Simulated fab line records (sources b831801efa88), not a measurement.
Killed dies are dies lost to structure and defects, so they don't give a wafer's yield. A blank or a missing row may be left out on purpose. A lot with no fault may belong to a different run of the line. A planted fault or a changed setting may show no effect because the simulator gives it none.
What tool caused it? / flow sky130 / 11 lots, 33 wafers sampled, at 6 steps of a route of 708

== WHAT EACH GAUGE READ, for each wafer ==
SKY_CONTACT_BOW_MEAS_05. Usual: CONTACT_BOW gives 80 um (standard deviation 6.9).
lot=L296; measured=day 31 15:51; on=film metro-02; CONTACT_BOW (um)=76 90 74; flag=
lot=L298; measured=day 31 19:00; on=film metro-04; CONTACT_BOW (um)=85 83 67; flag=
lot=L302; measured=day 32 21:22; on=film metro-02; CONTACT_BOW (um)=77 77 81; flag=
lot=L303; measured=day 32 21:41; on=film metro-04; CONTACT_BOW (um)=94 76 79; flag=
lot=L304; measured=day 33 04:06; on=film metro-01; CONTACT_BOW (um)=87 92 86; flag=
lot=L308; measured=day 34 09:31; on=film metro-02; CONTACT_BOW (um)=81 77 77; flag=
lot=L309; measured=day 34 10:10; on=film metro-04; CONTACT_BOW (um)=72 75 83; flag=
lot=L310; measured=day 34 17:37; on=film metro-02; CONTACT_BOW (um)=80 84 89; flag=
lot=L311; measured=day 35 01:19; on=film metro-02; CONTACT_BOW (um)=66 86 72; flag=
lot=L313; measured=day 35 22:44; on=film metro-04; CONTACT_BOW (um)=75 83 87; flag=
lot=L316; measured=day 36 23:14; on=film metro-02; CONTACT_BOW (um)=64 79 71; flag=

SKY_VIA1_RS_MEAS_22: measures by four-point-probe. Usual: VIA1_W_RS gives 0.426 ohm/sq (standard deviation 0.0051).
lot=L296; measured=day 35 04:07; on=film metro-01; VIA1_W_RS (ohm/sq)=0.421 0.420 0.432; flag=
lot=L298; measured=day 35 07:10; on=film metro-03; VIA1_W_RS (ohm/sq)=0.433 0.429 0.435; flag=
lot=L302; measured=day 36 07:23; on=film metro-03; VIA1_W_RS (ohm/sq)=0.418 0.429 0.416; flag=
lot=L303; measured=day 36 10:25; on=film metro-03; VIA1_W_RS (ohm/sq)=0.429 0.431 0.430; flag=
lot=L304; measured=day 36 15:41; on=film metro-04; VIA1_W_RS (ohm/sq)=0.426 0.429 0.432; flag=
lot=L308; measured=day 37 20:05; on=film metro-01; VIA1_W_RS (ohm/sq)=0.429 0.429 0.428; flag=
lot=L309; measured=day 37 20:59; on=film metro-01; VIA1_W_RS (ohm/sq)=0.331 0.326 0.325; flag=OFF
lot=L310; measured=day 38 03:33; on=film metro-03; VIA1_W_RS (ohm/sq)=0.326 0.335 0.332; flag=OFF
lot=L311; measured=day 38 10:13; on=film metro-04; VIA1_W_RS (ohm/sq)=0.424 0.427 0.433; flag=
lot=L313; measured=day 39 07:05; on=film metro-04; VIA1_W_RS (ohm/sq)=0.428 0.422 0.428; flag=
lot=L316; measured=day 40 05:46; on=film metro-01; VIA1_W_RS (ohm/sq)=0.427 0.424 0.418; flag=

SKY_VIA1_THK_MEAS_23: measures by xrf. Usual: VIA1_W_THK gives 279 nm (standard deviation 4).
lot=L296; measured=day 35 04:13; on=film metro-01; VIA1_W_THK (nm)=282 282 277; flag=
lot=L298; measured=day 35 07:16; on=film metro-03; VIA1_W_THK (nm)=277 280 277; flag=
lot=L302; measured=day 36 07:31; on=film metro-03; VIA1_W_THK (nm)=289 281 290; flag=
lot=L303; measured=day 36 10:31; on=film metro-03; VIA1_W_THK (nm)=281 279 281; flag=
lot=L304; measured=day 36 15:48; on=film metro-04; VIA1_W_THK (nm)=275 276 272; flag=
lot=L308; measured=day 37 20:13; on=film metro-01; VIA1_W_THK (nm)=277 278 279; flag=
lot=L309; measured=day 37 21:07; on=film metro-01; VIA1_W_THK (nm)=360 365 369; flag=OFF
lot=L310; measured=day 38 03:40; on=film metro-03; VIA1_W_THK (nm)=371 359 363; flag=OFF
lot=L311; measured=day 38 10:19; on=film metro-04; VIA1_W_THK (nm)=278 277 272; flag=
lot=L313; measured=day 39 07:12; on=film metro-04; VIA1_W_THK (nm)=277 282 276; flag=
lot=L316; measured=day 40 05:53; on=film metro-01; VIA1_W_THK (nm)=275 277 281; flag=

== WHAT TOOL EACH LOT RAN ON (gives the tool, then ch and the chambers of the sampled wafers, and finally the start) ==
lot=L296; SKY_LOCAL_INTERCONNECT_STRIP_15=plasma asher-02 ch 1, day 31 14:43; SKY_CONTACT_CVD_00=pecvd-04 ch 0,2, day 31 15:19; SKY_VIA1_CVD_21=cvd w-01 ch 0,1, day 35 03:59
lot=L298; SKY_LOCAL_INTERCONNECT_STRIP_15=plasma asher-04 ch 0,1, day 31 17:46; SKY_CONTACT_CVD_00=pecvd-01 ch 0,2, day 31 18:22; SKY_VIA1_CVD_21=cvd w-02 ch 0,1, day 35 07:03
lot=L302; SKY_LOCAL_INTERCONNECT_STRIP_15=plasma asher-01 ch 0,1, day 32 20:13; SKY_CONTACT_CVD_00=pecvd-01 ch 0,1,2, day 32 20:50; SKY_VIA1_CVD_21=cvd w-01 ch 0,1, day 36 07:18
lot=L303; SKY_LOCAL_INTERCONNECT_STRIP_15=plasma asher-02 ch 0,1, day 32 20:22; SKY_CONTACT_CVD_00=pecvd-02 ch 0,1,2, day 32 21:00; SKY_VIA1_CVD_21=cvd w-02 ch 0,1, day 36 10:18
lot=L304; SKY_LOCAL_INTERCONNECT_STRIP_15=plasma asher-04 ch 0,1, day 33 02:58; SKY_CONTACT_CVD_00=pecvd-01 ch 0,1,2, day 33 03:34; SKY_VIA1_CVD_21=cvd w-02 ch 0,1, day 36 15:35
lot=L308; SKY_LOCAL_INTERCONNECT_STRIP_15=plasma asher-01 ch 0,1, day 34 08:22; SKY_CONTACT_CVD_00=pecvd-04 ch 0,1, day 34 09:00; SKY_VIA1_CVD_21=cvd w-02 ch 0,1, day 37 20:00
lot=L309; SKY_LOCAL_INTERCONNECT_STRIP_15=plasma asher-01 ch 0,1, day 34 08:55; SKY_CONTACT_CVD_00=pecvd-01 ch 0,1, day 34 09:34; SKY_VIA1_CVD_21=cvd w-01 ch 0,1, day 37 20:54
lot=L310; SKY_LOCAL_INTERCONNECT_STRIP_15=plasma asher-02 ch 0,1, day 34 16:25; SKY_CONTACT_CVD_00=pecvd-04 ch 0,1,2, day 34 17:05; SKY_VIA1_CVD_21=cvd w-01 ch 0,1, day 38 03:28
lot=L311; SKY_LOCAL_INTERCONNECT_STRIP_15=plasma asher-04 ch 0,1, day 35 00:09; SKY_CONTACT_CVD_00=pecvd-01 ch 0,1, day 35 00:44; SKY_VIA1_CVD_21=cvd w-02 ch 0,1, day 38 10:07
lot=L313; SKY_LOCAL_INTERCONNECT_STRIP_15=plasma asher-01 ch 0,1, day 35 21:37; SKY_CONTACT_CVD_00=pecvd-02 ch 1,2, day 35 22:13; SKY_VIA1_CVD_21=cvd w-02 ch 0,1, day 39 06:59
lot=L316; SKY_LOCAL_INTERCONNECT_STRIP_15=plasma asher-02 ch 0,1, day 36 22:07; SKY_CONTACT_CVD_00=pecvd-01 ch 1,2, day 36 22:43; SKY_VIA1_CVD_21=cvd w-02 ch 0,1, day 40 05:40
- SKY_LOCAL_INTERCONNECT_STRIP_15: strips in O2/N2.
- SKY_CONTACT_CVD_00: deposits Si3N4, target thk 75 nm.
- SKY_VIA1_CVD_21: deposits W, target thk 270 nm, time 80.902 s.

== AS READ BY THE TOOLS THEMSELVES (means over the sampled wafers that have a number; for cases with no such wafer, the mark the record gives instead) ==
SKY_LOCAL_INTERCONNECT_STRIP_15. Usual: drypump motor current A 6.2 A, standard deviation 0.45; oes product au 0.427 a.u., standard deviation 0.0045; strip time to endpoint s 4.730 s, standard deviation 0.022.
lot=L296; tool=plasma asher-02; drypump motor current A (A)=6.9; oes product au (a.u.)=0.431; strip time to endpoint s (s)=4.750; flag=
lot=L298; tool=plasma asher-04; drypump motor current A (A)=6.3; oes product au (a.u.)=0.425; strip time to endpoint s (s)=4.758; flag=
lot=L302; tool=plasma asher-01; drypump motor current A (A)=6.0; oes product au (a.u.)=0.429; strip time to endpoint s (s)=4.722; flag=
lot=L303; tool=plasma asher-02; drypump motor current A (A)=6.3; oes product au (a.u.)=0.429; strip time to endpoint s (s)=4.732; flag=
lot=L304; tool=plasma asher-04; drypump motor current A (A)=6.0; oes product au (a.u.)=0.427; strip time to endpoint s (s)=4.742; flag=
lot=L308; tool=plasma asher-01; drypump motor current A (A)=5.9; oes product au (a.u.)=0.427; strip time to endpoint s (s)=4.757; flag=
lot=L309; tool=plasma asher-01; drypump motor current A (A)=5.9; oes product au (a.u.)=0.428; strip time to endpoint s (s)=4.724; flag=
lot=L310; tool=plasma asher-02; drypump motor current A (A)=6.3; oes product au (a.u.)=0.428; strip time to endpoint s (s)=4.734; flag=
lot=L311; tool=plasma asher-04; drypump motor current A (A)=6.0; oes product au (a.u.)=0.426; strip time to endpoint s (s)=4.730; flag=
lot=L313; tool=plasma asher-01; drypump motor current A (A)=5.9; oes product au (a.u.)=0.428; strip time to endpoint s (s)=4.717; flag=
lot=L316; tool=plasma asher-02; drypump motor current A (A)=6.6; oes product au (a.u.)=0.421; strip time to endpoint s (s)=4.705; flag=

SKY_CONTACT_CVD_00. Usual: heater power w 699 W, standard deviation 76; rf fwd power W 445.1 W, standard deviation 1.9.
lot=L296; tool=pecvd-04; heater power w (W)=699; rf fwd power W (W)=446.4; flag=
lot=L298; tool=pecvd-01; heater power w (W)=724; rf fwd power W (W)=443.0; flag=
lot=L302; tool=pecvd-01; heater power w (W)=728; rf fwd power W (W)=443.6; flag=
lot=L303; tool=pecvd-02; heater power w (W)=677; rf fwd power W (W)=444.3; flag=
lot=L304; tool=pecvd-01; heater power w (W)=710; rf fwd power W (W)=444.9; flag=
lot=L308; tool=pecvd-04; heater power w (W)=697; rf fwd power W (W)=446.0; flag=
lot=L309; tool=pecvd-01; heater power w (W)=794; rf fwd power W (W)=444.5; flag=
lot=L310; tool=pecvd-04; heater power w (W)=722; rf fwd power W (W)=444.6; flag=
lot=L311; tool=pecvd-01; heater power w (W)=704; rf fwd power W (W)=445.1; flag=
lot=L313; tool=pecvd-02; heater power w (W)=635; rf fwd power W (W)=444.7; flag=
lot=L316; tool=pecvd-01; heater power w (W)=686; rf fwd power W (W)=446.0; flag=

SKY_VIA1_CVD_21. Usual: chamber pressure Torr 40.01 Torr, standard deviation 0.095; heater power w 874 W, standard deviation 45.
lot=L296; tool=cvd w-01; chamber pressure Torr (Torr)=40.06; heater power w (W)=890; flag=
lot=L298; tool=cvd w-02; chamber pressure Torr (Torr)=39.99; heater power w (W)=868; flag=
lot=L302; tool=cvd w-01; chamber pressure Torr (Torr)=40.06; heater power w (W)=899; flag=
lot=L303; tool=cvd w-02; chamber pressure Torr (Torr)=40.03; heater power w (W)=890; flag=
lot=L304; tool=cvd w-02; chamber pressure Torr (Torr)=39.93; heater power w (W)=896; flag=
lot=L308; tool=cvd w-02; chamber pressure Torr (Torr)=39.98; heater power w (W)=853; flag=
lot=L309; tool=cvd w-01; chamber pressure Torr (Torr)=65.78; heater power w (W)=898; flag=OFF
lot=L310; tool=cvd w-01; chamber pressure Torr (Torr)=65.76; heater power w (W)=882; flag=OFF
lot=L311; tool=cvd w-02; chamber pressure Torr (Torr)=40.00; heater power w (W)=859; flag=
lot=L313; tool=cvd w-02; chamber pressure Torr (Torr)=39.98; heater power w (W)=840; flag=
lot=L316; tool=cvd w-02; chamber pressure Torr (Torr)=39.89; heater power w (W)=796; flag=

== THE ANSWER, worked out from the rows above alone ==
Rule: take the mean of a lot's wafers that have a number; if it is more than 3 standard deviations from the usual mean, the lot is off. Also off: a lot with no number at a reading for which 4 or more lots have one. Where the step has rows for the other lots, those lots are counted as sound. The gauges are gone through in route order, then the tools' own readings, and for those a lot's mean is taken as printed above. At the first step where some lot is off, the reading lying furthest off is the one used; lots without a number count as furthest.
Off: at SKY_VIA1_RS_MEAS_22 (VIA1_W_RS), L309, L310.
A tool fits if, at a process step before that reading, it ran every lot that is off, and no sound lot after the first of them. Not tried: the gauges at SKY_VIA1_RS_MEAS_22; whatever is off there is also off at SKY_VIA1_CVD_21, on other tools, and gauge error can't account for it. One fits: cvd w-01 at SKY_VIA1_CVD_21. A fault onset in the window from L302 (day 36 07:18, its last sound lot) to L309 (day 37 20:54, its first lot off) fits.
On the lots that are off, the tool's own readings at SKY_VIA1_CVD_21 differ by more than 5 times the standard deviation of the sound lots' means, which bears it out; chamber pressure Torr reads 65.77 Torr there versus 39.99 Torr on the sound lots.

== WHAT THE SIMULATOR HAD INSERTED ==
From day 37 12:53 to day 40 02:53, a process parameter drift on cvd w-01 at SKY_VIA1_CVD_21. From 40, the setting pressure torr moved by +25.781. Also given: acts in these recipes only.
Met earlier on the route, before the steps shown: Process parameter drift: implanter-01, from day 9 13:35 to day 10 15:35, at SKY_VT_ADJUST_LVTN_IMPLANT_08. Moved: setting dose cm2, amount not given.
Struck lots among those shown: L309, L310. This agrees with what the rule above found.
